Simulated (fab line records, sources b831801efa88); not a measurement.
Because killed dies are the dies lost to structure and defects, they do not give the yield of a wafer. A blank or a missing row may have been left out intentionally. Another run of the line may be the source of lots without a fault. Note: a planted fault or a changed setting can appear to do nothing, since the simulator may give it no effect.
The tool behind it: which one? | flow sky130 | 36 wafers from 12 lots sampled at 4 of the route's 708 steps

== WHAT THE GAUGES READ, wafer by wafer ==
SKY_METAL4_CD_MEAS_13: the cd target is 300 nm. Usual: 300.1 nm for cd-nm, sd 1.6.
lot  | measured     | on        | cd-nm (nm)        | flag
L727 | day 41 23:14 | cd-sem-02 | 299.6 299.7 301.4 |
L728 | day 42 04:34 | cd-sem-01 | 299.8 298.0 297.9 |
L729 | day 42 08:07 | cd-sem-01 | 298.6 299.6 299.1 |
L731 | day 43 08:03 | cd-sem-02 | 301.3 301.0 301.2 |
L732 | day 43 12:29 | cd-sem-02 | 298.7 277.3 299.8 | OFF
L733 | day 43 18:04 | cd-sem-02 | 302.1 280.4 302.9 | OFF
L734 | day 44 02:25 | cd-sem-02 | 299.6 298.0 275.7 | OFF
L743 | day 46 07:56 | cd-sem-01 | 302.3 301.6 302.2 |
L746 | day 46 23:55 | cd-sem-02 | 302.2 301.8 302.2 |
L747 | day 47 05:22 | cd-sem-01 | 300.4 299.3 299.4 |
L749 | day 47 12:47 | cd-sem-02 | 298.7 299.9 299.1 |
L750 | day 47 18:22 | cd-sem-02 | 300.0 301.4 301.8 |

== TOOL THAT RAN EACH LOT (tool first, then ch and the chambers of the sampled wafers, then the start) ==
lot  | SKY_METAL2_DESCUM_17              | SKY_CAPM_SPUTTER_02          | SKY_METAL4_EXPOSE_10
L727 | rie-metal-04 ch 0,1, day 35 06:07 | pvd-sputter-04, day 36 11:29 | krf-scanner-02 ch 0, day 41 10:50
L728 | rie-metal-04 ch 0,1, day 35 15:23 | pvd-sputter-04, day 36 19:31 | krf-scanner-01 ch 0, day 41 16:57
L729 | rie-metal-04 ch 0,1, day 35 18:02 | pvd-sputter-04, day 36 22:50 | krf-scanner-01 ch 0, day 41 20:40
L731 | rie-metal-01 ch 0,1, day 36 20:19 | pvd-sputter-04, day 38 00:50 | krf-scanner-02 ch 0, day 42 20:43
L732 | rie-metal-04 ch 0,1, day 37 00:55 | pvd-sputter-04, day 38 06:58 | krf-scanner-02 ch 0, day 43 01:32
L733 | rie-metal-01 ch 0,1, day 37 05:16 | pvd-sputter-02, day 38 10:19 | krf-scanner-02 ch 0, day 43 06:52
L734 | rie-metal-01 ch 0,1, day 37 16:07 | pvd-sputter-03, day 38 21:02 | krf-scanner-02 ch 0, day 43 15:34
L743 | rie-metal-04 ch 0,1, day 40 04:38 | pvd-sputter-02, day 41 09:07 | krf-scanner-01 ch 0, day 45 22:04
L746 | rie-metal-01 ch 0,1, day 41 01:14 | pvd-sputter-04, day 42 04:56 | krf-scanner-02 ch 0, day 46 14:00
L747 | rie-metal-01 ch 0,1, day 41 06:40 | pvd-sputter-03, day 42 09:47 | krf-scanner-01 ch 0, day 46 19:35
L749 | rie-metal-03 ch 0, day 41 18:14   | pvd-sputter-03, day 42 21:41 | krf-scanner-01 ch 0, day 47 02:26
L750 | rie-metal-04 ch 0,1, day 42 00:46 | pvd-sputter-02, day 43 03:08 | krf-scanner-01 ch 0, day 47 08:52
- SKY_METAL2_DESCUM_17: chemistry O2, time 8 s.
- SKY_CAPM_SPUTTER_02: material TiN, target thk 200 nm, time 166.7 s.
- SKY_METAL4_EXPOSE_10: exposes mask MM4, target cd 300 nm.

== AS READ BY THE TOOLS THEMSELVES (means over the sampled wafers that have a number; for cases with no such wafer, the mark the record gives instead) ==
SKY_METAL2_DESCUM_17. Usual: drypump-motor-current-A 5.46 A, standard deviation 0.27; oes-product-au 1.003 a.u., standard deviation 0.0098; rf-fwd-power-W 147.1 W, standard deviation 0.75.
lot  | tool         | drypump-motor-current-A (A) | oes-product-au (a.u.) | rf-fwd-power-W (W) | flag
L727 | rie-metal-04 | 5.39                        | 1.000                 | 146.3              |
L728 | rie-metal-04 | 5.17                        | 0.997                 | 146.1              |
L729 | rie-metal-04 | 5.41                        | 0.994                 | 145.8              |
L731 | rie-metal-01 | 5.56                        | 1.005                 | 147.1              |
L732 | rie-metal-04 | 5.37                        | 0.994                 | 146.5              |
L733 | rie-metal-01 | 5.43                        | 1.003                 | 147.2              |
L734 | rie-metal-01 | 5.56                        | 1.008                 | 147.2              |
L743 | rie-metal-04 | 5.40                        | 1.011                 | 146.5              |
L746 | rie-metal-01 | 5.55                        | 0.991                 | 147.7              |
L747 | rie-metal-01 | 5.42                        | 1.005                 | 146.6              |
L749 | rie-metal-03 | 5.80                        | 1.010                 | 147.7              |
L750 | rie-metal-04 | 5.39                        | 0.998                 | 146.8              |

SKY_CAPM_SPUTTER_02. Usual: 30.4 % for throttle-valve-pct, sd 1.1.
lot  | tool           | throttle-valve-pct (%) | flag
L727 | pvd-sputter-04 | 31.0                   |
L728 | pvd-sputter-04 | 29.6                   |
L729 | pvd-sputter-04 | 31.0                   |
L731 | pvd-sputter-04 | 31.2                   |
L732 | pvd-sputter-04 | 31.7                   |
L733 | pvd-sputter-02 | 29.7                   |
L734 | pvd-sputter-03 | 30.3                   |
L743 | pvd-sputter-02 | 29.8                   |
L746 | pvd-sputter-04 | 31.5                   |
L747 | pvd-sputter-03 | 30.1                   |
L749 | pvd-sputter-03 | 30.9                   |
L750 | pvd-sputter-02 | 30.5                   |

== THE ANSWER, worked out from the rows above alone ==
Rule: a lot is off if the mean of its wafers that have a number lies more than 3 standard deviations from the usual mean. Also off: a lot with no number at a reading for which 4 or more lots have one. The other lots that the step has rows for count as sound. After the gauges, taken in route order, come the tools' own readings; for these a lot's mean is taken, as printed above. The first step at which some lot is off is used, and at that step the reading that is off furthest; a lot without a number counts as furthest.
Off: L732, L733, L734 (SKY_METAL4_CD_MEAS_13, cd-nm).
A tool fits if, at a process step before that reading, it ran every lot that is off, and no sound lot after the first of them. Gauges at SKY_METAL4_CD_MEAS_13: tried the same way as those tools. No candidate that was tried fits.

== WHAT THE SIMULATOR HAD PUT IN ==
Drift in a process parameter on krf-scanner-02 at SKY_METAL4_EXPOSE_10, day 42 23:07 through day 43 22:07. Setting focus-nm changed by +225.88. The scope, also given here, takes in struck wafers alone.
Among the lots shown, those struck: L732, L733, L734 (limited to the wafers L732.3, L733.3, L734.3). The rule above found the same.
